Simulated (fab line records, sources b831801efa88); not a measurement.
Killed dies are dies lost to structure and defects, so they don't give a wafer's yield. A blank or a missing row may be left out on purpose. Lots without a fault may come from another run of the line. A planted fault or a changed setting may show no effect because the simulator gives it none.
A struck lot beside a sound one | flow gf180mcu | 16 steps out of a route of 602
Sound: wafers L714.1, L714.3, L714.5. Struck: wafers L726.2, L726.4, L726.6. The cause comes at the end.
At each step with rows: each side's tool, then ch and its chambers, then its first start. Under that, the readings that differ: sound wafers | struck wafers | difference of the means | sigmas: that difference in standard deviations of wafers without a fault.
alike: readings whose means differ by less than 2 such deviations, and words and numbers that are the same on both sides. not compared: withheld readings, readings that some wafer has no value for, bounds like >300 that may hide the same value, and numbers for which the record gives no deviation and whose values overlap.
The two part at a step that has a row with sigmas, a row that says differs or no value, or rows on one side only. Numbers that don't overlap but have no deviation are shown without sigmas and don't part them. A reading that every wafer of one side lacks parts them only if that side has two wafers or more.

first, 1 step without rows for these wafers: GF_STI_DEVELOP_11 (develop time 60 s).
GF_STI_CD_MEAS_12: target cd 220 nm.
  sound on cd_sem-02, day 3 05:08; struck on cd_sem-01, day 5 16:29
  alike: cd_nm
GF_STI_ETCH_13: etches the open film in CHF3/O2, stops on Si, target depth 282.31 nm, time 112.9 s.
  sound on rie_diel-04 ch 0,1,2, day 3 05:15; struck on rie_diel-04 ch 1,3, day 5 16:35
  alike: drypump_motor_current_A, oes_product_au, throttle_valve_pct
  not compared: rf_hours_counter_h
GF_STI_ETCH_14: etches Si in HBr/Cl2/O2, target depth 360 nm, time 102.9 s.
  sound on rie_si-02 ch 0,1,3, day 3 05:20; struck on rie_si-01 ch 1,2, day 5 16:40
  alike: HBr_flow_sccm, drypump_motor_current_A, oes_product_au, throttle_valve_pct
  not compared: rf_hours_counter_h
GF_STI_STRIP_15: strips in O2/N2.
  sound on plasma_asher-03 ch 0,1, day 3 05:24; struck on plasma_asher-04 ch 0,1, day 5 16:44
  alike: drypump_motor_current_A, heater_power_w, oes_product_au, strip_time_to_endpoint_s
  not compared: rf_hours_counter_h
then, 6 steps without rows for these wafers: GF_STI_CLEAN_16 (cleans in dHF, time 25 s); GF_STI_WET_ETCH_17 (etches Si3N4 in H3PO4, target depth 45 nm, time 514 s); GF_STI_CLEAN_18 (cleans in SC1/SC2, time 150 s); GF_STI_CLEAN_19 (cleans in dHF, time 20 s); GF_STI_WET_ETCH_20 (etches SiO2 in dHF, target depth 20 nm, time 400 s); GF_STI_OXIDATION_21 (stabilise 600 s, purge 300 s, target thk 15 nm).
GF_STI_THK_MEAS_22:
  sound on film_metro-01, day 3 06:59; struck on film_metro-04, day 5 18:21
  reading                   | sound             | struck            | difference | sigmas
  STI_OXIDATION_01_THK (nm) | 14.68 14.79 14.94 | 15.35 15.36 15.38 | +0.56      | +2
GF_STI_CVD_23: deposits SiO2, target thk 650 nm, time 108.3 s.
  sound on hdpcvd-02 ch 0,1,2, day 3 07:03; struck on hdpcvd-02 ch 0,1,2, day 5 18:24
  reading                              | sound             | struck            | difference | sigmas
  model.SiO2_of_STI_CVD_23.thk_nm (nm) | 633.3 633.4 634.1 | 704.6 713.9 709.9 | +75.9      |
  alike: susceptor_temp_C
GF_STI_THK_MEAS_24:
  sound on film_metro-02, day 3 07:07; struck on film_metro-02, day 5 18:29
  reading             | sound       | struck      | difference | sigmas
  STI_CVD_23_THK (nm) | 633 634 634 | 705 715 710 | +76        | +11
GF_STI_CMP_25: polishes, stops on Si3N4, t overpolish 33 s, target thk 524.6 nm.
  sound on cmp-02 ch 0,3, day 3 07:15; struck on cmp-02 ch 1,2, day 5 18:32
  alike: motor_current_A, slurry_filter_dp_kPa, time_to_endpoint_s
-- the record jumps here: 28 days lie between the struck wafers' starts before and after (it left off in module STI and takes up again in module PASSIVATION, whose first step shown is number 602 of the route) --
GF_PASSIVATION_PROBE_99:
  the record has rows for the struck wafers here (prober-02, day 33 21:47) and none for the sound ones

WHERE THEY PART
First at GF_STI_THK_MEAS_22; last, within this record, at GF_PASSIVATION_PROBE_99.

WHY: what the simulator had put in
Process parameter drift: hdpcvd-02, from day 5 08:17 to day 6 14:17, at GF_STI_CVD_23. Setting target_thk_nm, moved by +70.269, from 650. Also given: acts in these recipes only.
